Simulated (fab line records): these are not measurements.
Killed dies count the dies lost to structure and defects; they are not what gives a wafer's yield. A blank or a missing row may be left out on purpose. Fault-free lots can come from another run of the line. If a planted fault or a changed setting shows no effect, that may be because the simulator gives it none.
Struck lot and sound lot, side by side -- flow sky130 -- 16 out of 708 route steps
Sound: the wafers L932.2, L932.3, L932.5. Struck: wafers L937.1, L937.3, L937.4. The cause comes at the end.
Order at every step that has rows: each side's tool, ch and its chambers, its first start. Under that, the readings that differ: sound wafers -- struck wafers -- difference of the means -- sigmas: that difference in standard deviations of wafers without a fault.
alike: readings whose means differ by less than 2 such deviations, and words and numbers that are the same on both sides. not compared: withheld readings, readings that some wafer has no value for, bounds like >300 that may hide the same value, and numbers for which the record gives no deviation and whose values overlap.
A row with sigmas, a row that says differs or no value, or rows on one side alone: a step with any of these is where the two part. Non-overlapping numbers with no deviation appear without sigmas and do not part them. Lack of a reading on every wafer of one side parts them only where that side has two or more wafers.

first, 2 steps without rows for these wafers: SKY_METAL4_PEB_11; SKY_METAL4_DEVELOP_12 (develop time 60 s).
SKY_METAL4_CD_MEAS_13: the cd target is 300 nm.
  sound: cd-sem-02 at day 43 14:33; struck: cd-sem-02 at day 44 16:07
reading,sound,struck,difference,sigmas
cd-nm (nm),299.2 299.6 300.1,296.0 296.5 297.0,-3.1,-2
SKY_METAL4_OVL_MEAS_14:
  sound: overlay-01 at day 43 14:40; struck: overlay-01 at day 44 16:14
  alike: METAL4_OVL
SKY_METAL4_DESCUM_15: chemistry O2, time 8 s.
  sound on rie-metal-04 ch 0,1, day 43 14:41; struck on rie-metal-04 ch 0,1, day 44 16:17
  alike: drypump-motor-current-A, oes-product-au
  not compared: rf-hours-counter-h
SKY_METAL4_ETCH_16: etches BARC in N2/H2, stops on SiO2, time 88.2 s, target depth 60 nm.
  sound on rie-metal-04 ch 0,1, day 43 14:43; struck on rie-metal-04 ch 0,1, day 44 16:19
  alike: drypump-motor-current-A, n2-flow-sccm, oes-product-au, throttle-valve-pct
  not compared: rf-hours-counter-h
SKY_METAL4_ETCH_17: etches SiO2 in C4F8/O2/Ar, stops on TiN, time 3.9 s, target depth 15 nm.
  sound on rie-diel-03 ch 0,1,3, day 43 14:49; struck on rie-diel-03 ch 0,2,3, day 44 16:25
  alike: oes-product-au
  not compared: rf-hours-counter-h
then, 1 step without rows for these wafers: SKY_METAL4_METAL_ETCH_18 (etches the open film in Cl2/BCl3, stops on SiO2, target depth 845 nm, time 183.1 s).
SKY_METAL4_STRIP_19: strips in O2/N2.
  sound on plasma-asher-03 ch 0,1, day 43 15:01; struck on plasma-asher-03 ch 0,1, day 44 16:36
  alike: drypump-motor-current-A, n2-flow-sccm, o2-flow-sccm, oes-product-au, strip-time-to-endpoint-s
  not compared: rf-hours-counter-h
then, 3 steps without rows for these wafers: SKY_METAL4_STRIP_20 (strips in post etch residue remover, time 1200 s); SKY_METAL4_CLEAN_21 (cleans in IPA, time 180 s); SKY_METAL4_CLEAN_22 (cleans in O3/DIW).
SKY_VIA4_HDPCVD_00: deposits SiO2, target thk 1750 nm, time 291.7 s.
  sound on hdpcvd-01 ch 1,2, day 43 15:37; struck on hdpcvd-01 ch 0,1,2, day 44 17:12
reading,sound,struck,difference,sigmas
sih4-flow-sccm (sccm),60.28 59.70 60.04,90.13 90.08 90.08,+30.09,+99 or more
model.SiO2_of_VIA4_HDPCVD_00.thk-nm (nm),1739 1734 1733,2627 2621 2599,+880,
  alike: pressure-mtorr
SKY_VIA4_THK_MEAS_01:
  sound: film-metro-02 at day 43 15:48; struck: film-metro-01 at day 44 17:23
reading,sound,struck,difference,sigmas
VIA4_HDPCVD_THK (nm),1738 1735 1733,2627 2621 2598,+880,+37
SKY_VIA4_CMP_02: polishes SiO2.
  sound on cmp-01 ch 0,1,2, day 43 15:57; struck on cmp-02 ch 0,1,3, day 44 17:26
  alike: motor-current-A, platen-rpm
SKY_PAD_OPEN_PROBE_99:
  the record holds rows for the sound wafers here (prober-02, day 47 08:59) but none for the struck ones

WHERE THEY PART
At SKY_METAL4_CD_MEAS_13 first; at SKY_PAD_OPEN_PROBE_99 last (within this record only).

WHY: what the simulator had put in
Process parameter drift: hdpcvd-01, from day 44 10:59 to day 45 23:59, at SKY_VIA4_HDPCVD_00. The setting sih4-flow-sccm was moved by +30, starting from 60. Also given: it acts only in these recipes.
